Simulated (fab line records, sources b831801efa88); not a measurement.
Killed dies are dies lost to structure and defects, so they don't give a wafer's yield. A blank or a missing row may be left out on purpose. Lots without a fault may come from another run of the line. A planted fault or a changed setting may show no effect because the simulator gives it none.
fab line records | flow sky130
record lots=5 wafers=15 last_day=50
route steps=708 shown VIA3@581 METAL4@598 CAP2M@603
lots that met no fault: from a run of the same line without faults
start_h: hours from the record's first day to the start of the lot's first wafer shown | wait_h: hours since the lot's step before | " the same as in the row above | L1.1+2: a row that stands for several wafers | - no value, or no start given | * or withheld: withheld | < > ~ a bound
route shown NAME@n: a module of which the file shows steps, and the number in the route of the first | usual: mean/standard deviation of fault-free wafers | same: alike in all rows | chamber/n: place in a boat | sites: the reading at each site | _std_site: their standard deviation | _edge_site: outer sites' mean less inner sites' | radius_mm: how far each site lies from the wafer's centre | mask NAME#n: copy n | behind: the tool/chamber that last shaped the wafer | hold: why the lot was held/for how many hours/how that ended | device: the transistor (n, p or np) that didn't switch | end of line: the same wafers' tests at the end of the route | a step without rows: its recipe alone | killed: dies lost to structure and defects at the first sort, not the wafer's yield | map: a wafer's dies, x killed, . not, _ none there
set.NAME: the setting as run; set.NAME@STEP: as run at that earlier step | model.NAME: the simulator's own value behind a step, which no gauge read
lots at some steps of the route; a table a step, a row a wafer
services: from which hour (start_h, from the record's first day; less than 0 if before it) a tool's chamber was out of use, for how many hours, and why
## steps
# step SKY_VIA3_SOFTBAKE_08
# recipe temp_c=100 time_s=90 resist=KrF-thick
# columns lot.wafer tool chamber start_h wait_h
L074.4+5+6 litho_track-02 0 - -
L075.1+3+6 litho_track-03 0 - -
L086.2+4+6 litho_track-03 0 - -
L089.1+5+6 litho_track-02 0 - -
L096.3+5+6 litho_track-04 0 - -
# step SKY_VIA3_EXPOSE_09
# recipe mask_id=VIM3 na=0.8 source_shape=annular sigma_inner=0.55 sigma_outer=0.85 target_cd_nm=200 dose_mj=38
# usual reticle_temp_C=22.99/0.095
# same sigma_outer=0.85
# columns lot.wafer tool chamber start_h wait_h mask reticle_temp_C
L074.4 krf_scanner-01 0 - - VIM3#0 22.97
L074.5 " 0 " " VIM3#0 23.27
L074.6 " 0 " " VIM3#0 23.09
L075.1 krf_scanner-02 0 - - VIM3#0 23.15
L075.3 " 0 " " VIM3#0 23.11
L075.6 " 0 " " VIM3#0 22.96
L086.2 krf_scanner-02 0 - - VIM3#0 23.05
L086.4 " 0 " " VIM3#0 22.89
L086.6 " 0 " " VIM3#0 23.08
L089.1 krf_scanner-02 0 - - VIM3#0 22.92
L089.5 " 0 " " VIM3#0 22.85
L089.6 " 0 " " VIM3#0 23.04
L096.3 krf_scanner-02 0 - - VIM3#0 22.80
L096.5 " 0 " " VIM3#0 22.82
L096.6 " 0 " " VIM3#0 22.88
# step SKY_VIA3_PEB_10
# recipe peb_temp_c=withheld peb_time_s=withheld resist=KrF-thick
# columns lot.wafer tool chamber start_h wait_h
L074.4+5+6 litho_track-04 0 - -
L075.1+3+6 litho_track-04 0 - -
L086.2+4+6 litho_track-02 0 - -
L089.1+5+6 litho_track-02 0 - -
L096.3+5+6 litho_track-03 0 - -
# step SKY_VIA3_DEVELOP_11
# recipe develop_time_s=60 resist=KrF-thick dev_temp_c=21
# columns lot.wafer tool chamber start_h wait_h
L074.4+5+6 litho_track-04 0 - -
L075.1+3+6 litho_track-04 0 - -
L086.2+4+6 litho_track-02 0 - -
L089.1+5+6 litho_track-02 0 - -
L096.3+5+6 litho_track-03 0 - -
# step SKY_VIA3_CD_MEAS_12
# recipe target_cd_nm=200
# usual cd_nm=199.6/1.5
# columns lot.wafer tool chamber start_h wait_h cd_nm
L074.4 cd_sem-02 - 938.29 - 198.3
L074.5 " - " " 200.6
L074.6 " - " " 200.1
L075.1 cd_sem-01 - 939.53 - 200.8
L075.3 " - " " 201.4
L075.6 " - " " 200.4
L086.2 cd_sem-02 - 1021.39 - 199.4
L086.4 " - " " 200.0
L086.6 " - " " 200.8
L089.1 cd_sem-02 - 1036.47 - 199.6
L089.5 " - " " 199.1
L089.6 " - " " 199.7
L096.3 cd_sem-01 - 1071.63 - 198.0
L096.5 " - " " 197.1
L096.6 " - " " 197.5
# step SKY_VIA3_OVL_MEAS_13
# usual VIA3_OVL=0/4.8
# columns lot.wafer tool chamber start_h wait_h VIA3_OVL[nm]
L074.4 overlay-02 - 938.36 0.1 -5
L074.5 " - " " -4
L074.6 " - " " -9
L075.1 overlay-02 - 939.65 0.1 2
L075.3 " - " " -1
L075.6 " - " " 4
L086.2 overlay-02 - 1021.49 0.1 -1
L086.4 " - " " 3
L086.6 " - " " -1
L089.1 overlay-02 - 1036.59 0.1 11
L089.5 " - " " 9
L089.6 " - " " 4
L096.3 overlay-01 - 1071.72 0.1 6
L096.5 " - " " 4
L096.6 " - " " 3
# step SKY_VIA3_ETCH_14
# recipe chemistry=N2/H2 target=BARC ion_energy_ev=200 source_w=500 bias_w=100 pressure_mtorr=30 n2_flow_sccm=100 h2_flow_sccm=200 stop_on=SiO2 time_s=45.9 target_depth_a=600
# usual drypump_motor_current_A=5.8/0.39 oes_product_au=0.855/0.0047 throttle_valve_pct=13.224/0.0083
# columns lot.wafer tool chamber start_h wait_h drypump_motor_current_A oes_product_au rf_hours_counter_h throttle_valve_pct
L074.4 rie_diel-04 1 938.38 0.0 6.1 0.855 6 13.227
L074.5 " 2 " " 5.4 0.849 - 13.238
L074.6 " 1 " " 6.1 0.856 - 13.219
L075.1 rie_diel-03 2 939.68 0.0 6.3 0.848 18 13.201
L075.3 " 1 " " 5.8 0.845 6 13.211
L075.6 " 0 " " 5.2 0.861 - 13.220
L086.2 rie_diel-03 1 1021.52 0.0 5.8 0.856 9 13.224
L086.4 " 3 " " 6.2 0.853 1 13.231
L086.6 " 1 " " 5.8 0.857 - 13.215
L089.1 rie_diel-04 0 1036.62 0.0 5.6 0.854 22 13.229
L089.5 " 1 " " 6.1 0.855 - 13.223
L089.6 " 2 " " 5.4 0.853 - 13.222
L096.3 rie_diel-03 0 1071.75 0.0 5.2 0.855 16 13.234
L096.5 " 3 " " 6.3 0.857 - 13.226
L096.6 " 2 " " 6.3 0.857 - 13.239
# step SKY_VIA3_ETCH_15
# recipe target=SiO2 chemistry=C4F8/O2/Ar target_depth_nm=507 stop_on=TiN mask_material=KrF-thick source_w=1500 bias_w=1200 pressure_mtorr=40 c4f8_flow_sccm=withheld O2_flow_sccm=6 Ar_flow_sccm=300 time_s=78
# usual oes_product_au=0.945/0.0052
# columns lot.wafer tool chamber start_h wait_h oes_product_au rf_hours_counter_h
L074.4 rie_diel-04 1 938.42 0.0 0.942 6
L074.5 " 2 " " 0.946 -
L074.6 " 1 " " 0.949 -
L075.1 rie_diel-03 2 939.72 0.0 0.948 18
L075.3 " 1 " " 0.942 6
L075.6 " 0 " " 0.960 -
L086.2 rie_diel-03 1 1021.57 0.0 0.946 9
L086.4 " 3 " " 0.941 1
L086.6 " 1 " " 0.948 -
L089.1 rie_diel-04 0 1036.67 0.0 0.941 22
L089.5 " 1 " " 0.953 -
L089.6 " 2 " " 0.936 -
L096.3 rie_diel-03 0 1071.79 0.0 0.946 16
L096.5 " 3 " " 0.946 -
L096.6 " 2 " " 0.952 -
# step SKY_VIA3_STRIP_16
# recipe chemistry=O2/N2 power_w=1400 pressure_mtorr=1500 platen_temp_c=withheld o2_flow_sccm=3000 n2_flow_sccm=300 overash_fraction=0.5
# usual drypump_motor_current_A=5.67/0.3 oes_product_au=0.403/0.0045 strip_time_to_endpoint_s=4.165/0.03
# same overash_fraction=0.5
# columns lot.wafer tool chamber start_h wait_h drypump_motor_current_A oes_product_au rf_hours_counter_h strip_time_to_endpoint_s
L074.4 plasma_asher-04 0 938.52 0.1 5.68 0.410 - 4.150
L074.5 " 0 " " 5.70 0.401 - 4.183
L074.6 " 1 " " 5.84 0.405 - 4.161
L075.1 plasma_asher-01 1 939.78 0.0 5.81 0.403 49 4.144
L075.3 " 1 " " 5.81 0.415 - 4.161
L075.6 " 0 " " 5.34 0.400 - 4.158
L086.2 plasma_asher-02 1 1021.63 0.0 5.36 0.405 29 4.158
L086.4 " 1 " " 5.36 0.400 - 4.138
L086.6 " 0 " " 6.07 0.410 - 4.152
L089.1 plasma_asher-01 0 1036.73 0.0 5.33 0.407 58 4.191
L089.5 " 1 " " 5.83 0.404 - 4.166
L089.6 " 0 " " 5.31 0.406 - 4.177
L096.3 plasma_asher-02 0 1071.88 0.1 6.05 0.409 - 4.222
L096.5 " 1 " " 5.34 0.405 - 4.141
L096.6 " 0 " " 6.08 0.395 - 4.158
# step SKY_VIA3_STRIP_17
# recipe chemistry=post_etch_residue_remover time_s=1200 temp_c=72.5
# columns lot.wafer tool chamber start_h wait_h
L074.4+5+6 wet_bench-02 2 938.58 0.0
L075.1+3+6 wet_bench-02 1 939.88 0.1
L086.2+4+6 wet_bench-01 3 1021.73 0.1
L089.1+5+6 wet_bench-02 3 1036.83 0.1
L096.3+5+6 wet_bench-02 2 1071.95 0.0
# step SKY_VIA3_CLEAN_18
# recipe chemistry=IPA time_s=180 temp_c=25
# columns lot.wafer tool chamber start_h wait_h
L074.4+5+6 wet_bench-04 3 938.93 0.0
L075.1+3+6 wet_bench-04 2 940.23 0.0
L086.2+4+6 wet_bench-04 2 1022.10 0.0
L089.1+5+6 wet_bench-04 2 1037.17 0.0
L096.3+5+6 wet_bench-01 2 1072.29 0.0
# step SKY_VIA3_CLEAN_19
# recipe chemistry=O3/DIW dry=n2_spin
# columns lot.wafer tool chamber start_h wait_h
L074.4+5+6 wet_bench-01 0 938.98 0.0
L075.1+3+6 wet_bench-01 0 940.28 0.0
L086.2+4+6 wet_bench-02 3 1022.16 0.0
L089.1+5+6 wet_bench-02 0 1037.23 0.0
L096.3+5+6 wet_bench-04 0 1072.35 0.0
# step SKY_VIA3_SPUTTER_20
# recipe material=TiN target_thk_nm=20 chamber_pressure_pa=5 power_w=4000 time_s=80
# usual chamber_pressure_pa=5.000/0.0089 throttle_valve_pct=30.0/0.88
# columns lot.wafer tool chamber start_h wait_h chamber_pressure_pa throttle_valve_pct
L074.4 pvd_sputter-03 - 939.08 0.0 4.991 29.3
L074.5 " - " " 4.997 28.3
L074.6 " - " " 5.003 29.4
L075.1 pvd_sputter-03 - 940.38 0.0 5.010 28.1
L075.3 " - " " 4.998 30.8
L075.6 " - " " 5.000 29.6
L086.2 pvd_sputter-01 - 1022.25 0.0 4.997 29.7
L086.4 " - " " 5.004 30.9
L086.6 " - " " 4.998 30.2
L089.1 pvd_sputter-01 - 1037.32 0.0 4.992 30.5
L089.5 " - " " 5.005 30.3
L089.6 " - " " 4.993 30.5
L096.3 pvd_sputter-01 - 1072.44 0.0 5.006 30.6
L096.5 " - " " 5.007 30.4
L096.6 " - " " 4.997 30.6
# step SKY_VIA3_CVD_21
# recipe material=W target_thk_nm=390 time_s=117.31 temp_c=400 pressure_torr=40
# usual heater_power_w=877/100
# columns lot.wafer tool chamber start_h wait_h heater_power_w
L074.4 cvd_w-01 0 939.19 0.1 919
L074.5 " 1 " " 1040
L074.6 " 0 " " 888
L075.1 cvd_w-01 1 940.45 0.0 1056
L075.3 " 0 " " 879
L075.6 " 0 " " 896
L086.2 cvd_w-02 0 1022.31 0.0 793
L086.4 " 0 " " 787
L086.6 " 0 " " 795
L089.1 cvd_w-02 0 1037.38 0.0 780
L089.5 " 0 " " 789
L089.6 " 1 " " 783
L096.3 cvd_w-02 0 1072.54 0.1 805
L096.5 " 0 " " 795
L096.6 " 1 " " 818
# step SKY_VIA3_RS_MEAS_22
# recipe thk_meas_gauge=four-point-probe reads=W_of_VIA3_CVD_21+TiN_of_VIA3_SPUTTER_20
# usual VIA3_W_RS=0.293/0.0037
# columns lot.wafer tool chamber start_h wait_h VIA3_W_RS[ohm/sq]
L074.4 film_metro-02 - 939.33 0.1 0.291
L074.5 " - " " 0.295
L074.6 " - " " 0.294
L075.1 film_metro-04 - 940.57 0.1 0.296
L075.3 " - " " 0.289
L075.6 " - " " 0.286
L086.2 film_metro-02 - 1022.45 0.1 0.291
L086.4 " - " " 0.292
L086.6 " - " " 0.288
L089.1 film_metro-04 - 1037.51 0.1 0.289
L089.5 " - " " 0.292
L089.6 " - " " 0.297
L096.3 film_metro-02 - 1072.66 0.1 0.287
L096.5 " - " " 0.286
L096.6 " - " " 0.294
# step SKY_VIA3_THK_MEAS_23
# recipe thk_meas_gauge=xrf reads=W_of_VIA3_CVD_21
# usual VIA3_W_THK=395/7.4
# columns lot.wafer tool chamber start_h wait_h VIA3_W_THK[nm]
L074.4 film_metro-02 - 939.42 0.1 388
L074.5 " - " " 384
L074.6 " - " " 383
L075.1 film_metro-04 - 940.69 0.1 396
L075.3 " - " " 407
L075.6 " - " " 411
L086.2 film_metro-02 - 1022.56 0.1 391
L086.4 " - " " 387
L086.6 " - " " 391
L089.1 film_metro-04 - 1037.63 0.1 406
L089.5 " - " " 404
L089.6 " - " " 398
L096.3 film_metro-02 - 1072.76 0.1 391
L096.5 " - " " 392
L096.6 " - " " 384
# step SKY_VIA3_CMP_24
# recipe stop_on=SiO2 t_overpolish_s=20 down_force_psi=3.5 platen_rpm=60 target_thk_nm=0 pad_velocity_m_s=0.94248
# usual motor_current_A=10.6/1 overpolish_run_s=20.001/0.01 platen_rpm=60.00/0.046 time_to_endpoint_s=93/4.6
# columns lot.wafer tool chamber start_h wait_h motor_current_A overpolish_run_s platen_rpm time_to_endpoint_s
L074.4 cmp-02 2 939.60 0.2 10.6 19.996 59.95 87
L074.5 " 3 " " 10.3 20.023 60.05 85
L074.6 " 0 " " 10.4 20.013 60.01 87
L075.3 cmp-01 1 940.75 0.0 9.5 20.000 59.98 99
L075.1 " 3 " " 13.1 19.991 59.90 99
L075.6 " 1 " " 9.4 20.005 59.96 98
L086.4 cmp-02 0 1022.61 0.0 9.7 20.005 59.94 89
L086.2 " 1 " " 10.0 19.998 60.01 90
L086.6 " 1 " " 10.3 20.001 60.00 92
L089.1 cmp-01 0 1037.74 0.1 11.7 19.993 59.91 97
L089.6 " 3 " " 12.9 19.987 60.00 96
L089.5 " 0 " " 12.2 20.006 59.96 94
L096.3 cmp-02 0 1072.95 0.2 9.7 20.009 59.97 98
L096.5 " 1 " " 10.4 20.017 59.98 99
L096.6 " 2 " " 10.7 19.998 60.01 92
# step SKY_METAL4_SPUTTER_00
# recipe material=Ti target_thk_nm=15 power_w=3000 time_s=10 chamber_pressure_pa=0.4
# usual chamber_pressure_pa=0.3998/0.00076 throttle_valve_pct=29.2/0.88
# columns lot.wafer tool chamber start_h wait_h chamber_pressure_pa throttle_valve_pct
L074.4 pvd_sputter-02 - 939.75 0.1 0.3991 28.2
L074.5 " - " " 0.4003 28.3
L074.6 " - " " 0.3995 28.7
L075.1 pvd_sputter-03 - 941.05 0.1 0.4010 29.3
L075.3 " - " " 0.4001 29.9
L075.6 " - " " 0.4002 29.9
L086.2 pvd_sputter-03 - 1022.91 0.2 0.4005 29.8
L086.4 " - " " 0.3999 30.7
L086.6 " - " " 0.3994 31.0
L089.1 pvd_sputter-02 - 1037.99 0.2 0.4004 28.2
L089.5 " - " " 0.4000 28.9
L089.6 " - " " 0.3999 28.1
L096.3 pvd_sputter-02 - 1073.10 0.1 0.4023 28.5
L096.5 " - " " 0.4001 28.5
L096.6 " - " " 0.4012 28.5
# step SKY_METAL4_SPUTTER_01
# recipe material=TiN target_thk_nm=20 power_w=6500 time_s=16.7 chamber_pressure_pa=0.4
# usual chamber_pressure_pa=0.4000/0.00083 throttle_valve_pct=29.2/0.88
# columns lot.wafer tool chamber start_h wait_h chamber_pressure_pa throttle_valve_pct
L074.4 pvd_sputter-02 - 939.77 0.0 0.4003 28.3
L074.5 " - " " 0.4007 28.2
L074.6 " - " " 0.4005 29.1
L075.1 pvd_sputter-03 - 941.07 0.0 0.4019 29.2
L075.3 " - " " 0.3993 29.8
L075.6 " - " " 0.3995 29.4
L086.2 pvd_sputter-03 - 1022.93 0.0 0.4007 29.5
L086.4 " - " " 0.4007 30.8
L086.6 " - " " 0.4003 30.6
L089.1 pvd_sputter-02 - 1038.01 0.0 0.3990 28.5
L089.5 " - " " 0.3987 28.6
L089.6 " - " " 0.3984 28.4
L096.3 pvd_sputter-02 - 1073.13 0.0 0.3989 28.4
L096.5 " - " " 0.4001 28.7
L096.6 " - " " 0.3986 28.4
# step SKY_METAL4_SPUTTER_02
# recipe material=AlCu target_thk_nm=735 power_w=10600 time_s=39.1 chamber_pressure_pa=0.4
# usual chamber_pressure_pa=0.4000/0.00081 throttle_valve_pct=29.2/0.89
# columns lot.wafer tool chamber start_h wait_h chamber_pressure_pa throttle_valve_pct
L074.4 pvd_sputter-02 - 939.80 0.0 0.4007 27.9
L074.5 " - " " 0.3994 28.3
L074.6 " - " " 0.4003 28.8
L075.1 pvd_sputter-03 - 941.10 0.0 0.3994 29.4
L075.3 " - " " 0.3991 29.5
L075.6 " - " " 0.3998 29.4
L086.2 pvd_sputter-03 - 1022.96 0.0 0.3989 29.7
L086.4 " - " " 0.3996 30.9
L086.6 " - " " 0.4003 30.9
L089.1 pvd_sputter-02 - 1038.03 0.0 0.4012 28.3
L089.5 " - " " 0.4004 28.9
L089.6 " - " " 0.4004 28.4
L096.3 pvd_sputter-02 - 1073.15 0.0 0.4006 28.4
L096.5 " - " " 0.3979 28.4
L096.6 " - " " 0.4009 28.4
# step SKY_METAL4_SPUTTER_03
# recipe material=Ti target_thk_nm=5 power_w=3000 time_s=3.3 chamber_pressure_pa=0.4
# usual chamber_pressure_pa=0.3999/0.0008 throttle_valve_pct=29.2/0.91
# columns lot.wafer tool chamber start_h wait_h chamber_pressure_pa throttle_valve_pct
L074.4 pvd_sputter-02 - 939.84 0.0 0.3997 28.2
L074.5 " - " " 0.3995 28.2
L074.6 " - " " 0.4014 28.6
L075.1 pvd_sputter-03 - 941.14 0.0 0.3999 29.4
L075.3 " - " " 0.3995 29.7
L075.6 " - " " 0.3992 29.6
L086.2 pvd_sputter-03 - 1023.00 0.0 0.4010 29.7
L086.4 " - " " 0.4000 30.9
L086.6 " - " " 0.3992 30.8
L089.1 pvd_sputter-02 - 1038.07 0.0 0.4003 28.1
L089.5 " - " " 0.4000 28.8
L089.6 " - " " 0.3989 28.5
L096.3 pvd_sputter-02 - 1073.19 0.0 0.4002 28.1
L096.5 " - " " 0.4010 28.4
L096.6 " - " " 0.3991 28.4
# step SKY_METAL4_SPUTTER_04
# recipe material=TiN target_thk_nm=70 power_w=6500 time_s=58.3 chamber_pressure_pa=0.4
# usual chamber_pressure_pa=0.4001/0.00092 throttle_valve_pct=29.2/0.91
# columns lot.wafer tool chamber start_h wait_h chamber_pressure_pa throttle_valve_pct
L074.4 pvd_sputter-02 - 939.85 0.0 0.4012 28.7
L074.5 " - " " 0.4003 28.6
L074.6 " - " " 0.3989 28.6
L075.1 pvd_sputter-03 - 941.15 0.0 0.3985 29.0
L075.3 " - " " 0.4010 29.6
L075.6 " - " " 0.4002 29.8
L086.2 pvd_sputter-03 - 1023.02 0.0 0.3990 29.5
L086.4 " - " " 0.3982 31.1
L086.6 " - " " 0.3992 30.6
L089.1 pvd_sputter-02 - 1038.09 0.0 0.4007 28.5
L089.5 " - " " 0.4002 28.7
L089.6 " - " " 0.3999 28.2
L096.3 pvd_sputter-02 - 1073.21 0.0 0.4004 28.6
L096.5 " - " " 0.3999 28.5
L096.6 " - " " 0.4006 28.3
# step SKY_CAP2M_CVD_00
# recipe material=SiO2 target_thk_nm=15.5 temp_c=400 time_s=withheld rf_w=450
# usual heater_power_w=755/84
# columns lot.wafer tool chamber start_h wait_h heater_power_w
L074.4 pecvd-03 0 939.91 0.0 608
L074.5 " 1 " " 792
L074.6 " 2 " " 859
L075.1 pecvd-01 2 941.20 0.0 924
L075.3 " 1 " " 646
L075.6 " 2 " " 959
L086.2 pecvd-03 1 1023.07 0.0 816
L086.4 " 2 " " 830
L086.6 " 1 " " 815
L089.1 pecvd-02 0 1038.14 0.0 705
L089.5 " 0 " " 724
L089.6 " 2 " " 726
L096.3 pecvd-02 0 1073.26 0.0 818
L096.5 " 0 " " 810
L096.6 " 2 " " 718
# step SKY_CAP2M_THK_MEAS_01
# recipe reads=SiO2_of_CAP2M_CVD_00
# usual CAP2M_CVD_00_THK=15.63/0.23
# columns lot.wafer tool chamber start_h wait_h CAP2M_CVD_00_THK[nm]
L074.4 film_metro-01 - 939.95 - 16.05
L074.5 " - " " 15.99
L074.6 " - " " 15.93
L075.1 film_metro-01 - 941.22 - 15.62
L075.3 " - " " 15.47
L075.6 " - " " 15.68
L086.2 film_metro-04 - 1023.10 - 15.72
L086.4 " - " " 15.97
L086.6 " - " " 15.77
L089.1 film_metro-04 - 1038.16 - 15.62
L089.5 " - " " 15.61
L089.6 " - " " 15.56
L096.3 film_metro-02 - 1073.30 - 15.30
L096.5 " - " " 15.43
L096.6 " - " " 15.65
# step SKY_CAP2M_SPUTTER_02
# recipe material=TiN target_thk_nm=200 temp_c=300 power_w=6500 time_s=166.7 chamber_pressure_pa=0.4
# usual chamber_pressure_pa=0.4001/0.00082 throttle_valve_pct=29.7/1.1
# columns lot.wafer tool chamber start_h wait_h chamber_pressure_pa throttle_valve_pct
L074.4 pvd_sputter-04 - 939.98 0.0 0.3997 29.7
L074.5 " - " " 0.3994 30.0
L074.6 " - " " 0.3987 31.7
L075.1 pvd_sputter-02 - 941.28 0.1 0.3983 28.8
L075.3 " - " " 0.3997 28.5
L075.6 " - " " 0.3997 28.2
L086.2 pvd_sputter-02 - 1023.15 0.0 0.4005 28.5
L086.4 " - " " 0.4021 28.5
L086.6 " - " " 0.4002 28.8
L089.1 pvd_sputter-04 - 1038.22 0.1 0.4000 31.6
L089.5 " - " " 0.4006 30.2
L089.6 " - " " 0.3996 31.5
L096.3 pvd_sputter-04 - 1073.34 0.0 0.4007 29.7
L096.5 " - " " 0.3997 29.9
L096.6 " - " " 0.4011 29.8
# step SKY_CAP2M_RS_MEAS_03
# recipe thk_meas_gauge=four-point-probe reads=TiN_of_CAP2M_SPUTTER_02
# usual CAP2M_TIN_RS=6.88/0.083
# columns lot.wafer tool chamber start_h wait_h CAP2M_TIN_RS[ohm/sq]
L074.4 film_metro-02 - 940.15 0.1 6.93
L074.5 " - " " 6.82
L074.6 " - " " 6.83
L075.1 film_metro-01 - 941.39 0.1 6.82
L075.3 " - " " 6.90
L075.6 " - " " 6.93
L086.2 film_metro-01 - 1023.28 0.1 6.88
L086.4 " - " " 6.87
L086.6 " - " " 6.93
L089.1 film_metro-04 - 1038.33 0.1 6.92
L089.5 " - " " 6.89
L089.6 " - " " 6.92
L096.3 film_metro-02 - 1073.49 0.1 6.87
L096.5 " - " " 6.79
L096.6 " - " " 6.89
# step SKY_CAP2M_THK_MEAS_04
# recipe thk_meas_gauge=xrf reads=TiN_of_CAP2M_SPUTTER_02
# usual CAP2M_TIN_THK=197/3.1
# columns lot.wafer tool chamber start_h wait_h CAP2M_TIN_THK[nm]
L074.4 film_metro-02 - 940.24 0.1 194
L074.5 " - " " 196
L074.6 " - " " 197
L075.1 film_metro-01 - 941.51 0.1 200
L075.3 " - " " 198
L075.6 " - " " 196
L086.2 film_metro-01 - 1023.39 0.1 198
L086.4 " - " " 198
L086.6 " - " " 196
L089.1 film_metro-04 - 1038.45 0.1 196
L089.5 " - " " 196
L089.6 " - " " 196
L096.3 film_metro-02 - 1073.59 0.1 195
L096.5 " - " " 197
L096.6 " - " " 195
# step SKY_CAP2M_DEHYDRATE_05
# recipe temp_c=200 time_s=60
# columns lot.wafer tool chamber start_h wait_h
L074.4+5+6 litho_track-02 0 952.44 12.2
L075.1+3+6 litho_track-04 0 953.23 11.7
L086.2+4+6 litho_track-01 0 1033.78 10.4
L089.1+5+6 litho_track-04 0 1048.63 10.2
L096.3+5+6 litho_track-01 0 1083.06 9.5
# step SKY_CAP2M_HMDS_06
# recipe prime_time_s=60 prime_temp_c=120
# columns lot.wafer tool chamber start_h wait_h
L074.4+5+6 litho_track-02 0 952.59 0.1
L075.1+3+6 litho_track-04 0 953.38 0.1
L086.2+4+6 litho_track-01 0 1033.93 0.1
L089.1+5+6 litho_track-04 0 1048.78 0.1
L096.3+5+6 litho_track-01 0 1083.21 0.1
# step SKY_CAP2M_COAT_07
# recipe resist=NOVOLAK spin_rpm=3000 resist_thk_nm=1140
# columns lot.wafer tool chamber start_h wait_h
L074.4+5+6 litho_track-02 0 952.74 0.1
L075.1+3+6 litho_track-04 0 953.53 0.1
L086.2+4+6 litho_track-01 0 1034.08 0.1
L089.1+5+6 litho_track-04 0 1048.93 0.1
L096.3+5+6 litho_track-01 0 1083.36 0.1
# step SKY_CAP2M_SOFTBAKE_08
# recipe temp_c=90 time_s=60 resist=NOVOLAK
# columns lot.wafer tool chamber start_h wait_h
L074.4+5+6 litho_track-02 0 952.89 0.1
L075.1+3+6 litho_track-04 0 953.68 0.1
L086.2+4+6 litho_track-01 0 1034.23 0.1
L089.1+5+6 litho_track-04 0 1049.08 0.1
L096.3+5+6 litho_track-01 0 1083.51 0.1
# step SKY_CAP2M_EXPOSE_09
# recipe mask_id=CAP2M na=0.6 source_shape=conventional sigma_outer=0.6 polarization=unpolarized target_cd_nm=1000 dose_mj=159
# usual reticle_temp_C=23.01/0.1
# same sigma_outer=0.6
# columns lot.wafer tool chamber start_h wait_h mask reticle_temp_C
L074.4 iline_stepper-01 0 - - CAP2M#0 23.00
L074.5 " 0 " " CAP2M#0 23.12
L074.6 " 0 " " CAP2M#0 22.95
L075.1 iline_stepper-02 0 - - CAP2M#0 23.12
L075.3 " 0 " " CAP2M#0 23.10
L075.6 " 0 " " CAP2M#0 23.03
L086.2 iline_stepper-01 0 - - CAP2M#0 22.83
L086.4 " 0 " " CAP2M#0 22.97
L086.6 " 0 " " CAP2M#0 23.00
L089.1 iline_stepper-02 0 - - CAP2M#0 22.94
L089.5 " 0 " " CAP2M#0 22.87
L089.6 " 0 " " CAP2M#0 22.94
L096.3 iline_stepper-02 0 - - CAP2M#0 23.04
L096.5 " 0 " " CAP2M#0 23.02
L096.6 " 0 " " CAP2M#0 23.03
# step SKY_CAP2M_PEB_10
# recipe temp_c=withheld time_s=* resist=NOVOLAK
# columns lot.wafer tool chamber start_h wait_h
L074.4+5+6 litho_track-04 0 - -
L075.1+3+6 litho_track-02 0 - -
L086.2+4+6 litho_track-01 0 - -
L089.1+5+6 litho_track-02 0 - -
L096.3+5+6 litho_track-01 0 - -
# step SKY_CAP2M_DEVELOP_11
# recipe resist=NOVOLAK developer=TMAH develop_time_s=60 dev_temp_c=23
# columns lot.wafer tool chamber start_h wait_h
L074.4+5+6 litho_track-04 0 964.20 0.1
L075.1+3+6 litho_track-02 0 965.07 0.1
L086.2+4+6 litho_track-01 0 1045.03 0.1
L089.1+5+6 litho_track-02 0 1059.92 0.1
L096.3+5+6 litho_track-01 0 1093.51 0.1
# step SKY_CAP2M_OVL_MEAS_12
# usual CAP2M_OVL=-0.9/1.3
# columns lot.wafer tool chamber start_h wait_h CAP2M_OVL[nm]
L074.4 overlay-01 - 964.29 0.1 -2.3
L074.5 " - " " 0.7
L074.6 " - " " -2.9
L075.1 overlay-02 - 965.22 0.1 0.7
L075.3 " - " " -1.1
L075.6 " - " " 0.6
L086.2 overlay-01 - 1045.16 0.1 -0.9
L086.4 " - " " 0.2
L086.6 " - " " -1.8
L089.1 overlay-02 - 1060.07 0.1 -3.6
L089.5 " - " " -2.1
L089.6 " - " " -2.8
L096.3 overlay-01 - 1093.62 0.1 -1.4
L096.5 " - " " -0.7
L096.6 " - " " 0.0
# step SKY_CAP2M_METAL_ETCH_13
# recipe target_depth_nm=220 stop_on=SiO2 chemistry=Cl2/BCl3 target=TiN pressure_mtorr=10 icp_w=900 bias_w=48.5 Cl2_flow_sccm=60 bcl3_flow_sccm=30 time_s=62.9
# usual drypump_motor_current_A=6.1/0.42 oes_product_au=0.944/0.0073 throttle_valve_pct=21.900/0.0098
# columns lot.wafer tool chamber start_h wait_h drypump_motor_current_A oes_product_au rf_hours_counter_h throttle_valve_pct
L074.4 rie_metal-02 1 964.34 0.0 6.4 0.941 - 21.913
L074.5 " 0 " " 6.0 0.946 - 21.908
L074.6 " 1 " " 6.4 0.951 - 21.883
L075.1 rie_metal-04 1 965.25 0.0 6.7 0.954 12 21.880
L075.3 " 0 " " 6.1 0.938 - 21.869
L075.6 " 1 " " 6.8 0.940 - 21.913
L086.2 rie_metal-02 0 1045.19 0.0 6.0 0.941 6 21.907
L086.4 " 0 " " 6.0 0.942 - 21.902
L086.6 " 1 " " 6.4 0.945 - 21.915
L089.1 rie_metal-02 1 1060.10 0.0 6.4 0.944 9 21.894
L089.5 " 1 " " 6.3 0.941 - 21.890
L089.6 " 0 " " 6.0 0.938 - 21.910
L096.3 rie_metal-04 0 1093.67 0.0 6.1 0.937 - 21.902
L096.5 " 0 " " 6.1 0.944 - 21.886
L096.6 " 1 " " 6.7 0.948 - 21.893
## services
# columns tool chamber start_h hours kind
wet_bench-02 - 905.77 4.3 repair
cmp-02 - 912.00 4.0 pm
pvd_sputter-02 - 913.45 2.1 repair
pvd_sputter-01 - 917.61 70.1 repair
krf_scanner-02 - 930.17 0.8 pm
pvd_sputter-04 - 931.62 4.3 repair
rie_diel-04 3 940.00 16.2 repair
cvd_w-02 - 940.44 0.8 repair
rie_diel-04 1 944.27 45.8 repair
pvd_sputter-02 - 960.08 1.2 repair
rie_diel-04 - 960.90 0.2 repair
cvd_w-02 - 968.80 0.5 repair
pvd_sputter-03 - 969.41 24.1 repair
pvd_sputter-02 - 974.01 4.9 repair
rie_diel-04 0 974.19 5.4 repair
wet_bench-02 - 976.54 2.2 repair
rie_diel-03 3 986.10 3.6 repair
krf_scanner-02 - 999.96 1.3 pm
rie_diel-03 3 1022.17 11.0 repair
krf_scanner-02 - 1033.88 1.0 pm
wet_bench-02 - 1039.87 2.8 repair
rie_diel-04 0 1058.53 6.8 repair
krf_scanner-02 - 1062.73 2.2 repair
krf_scanner-02 - 1090.89 4.0 pm
## key
fault none
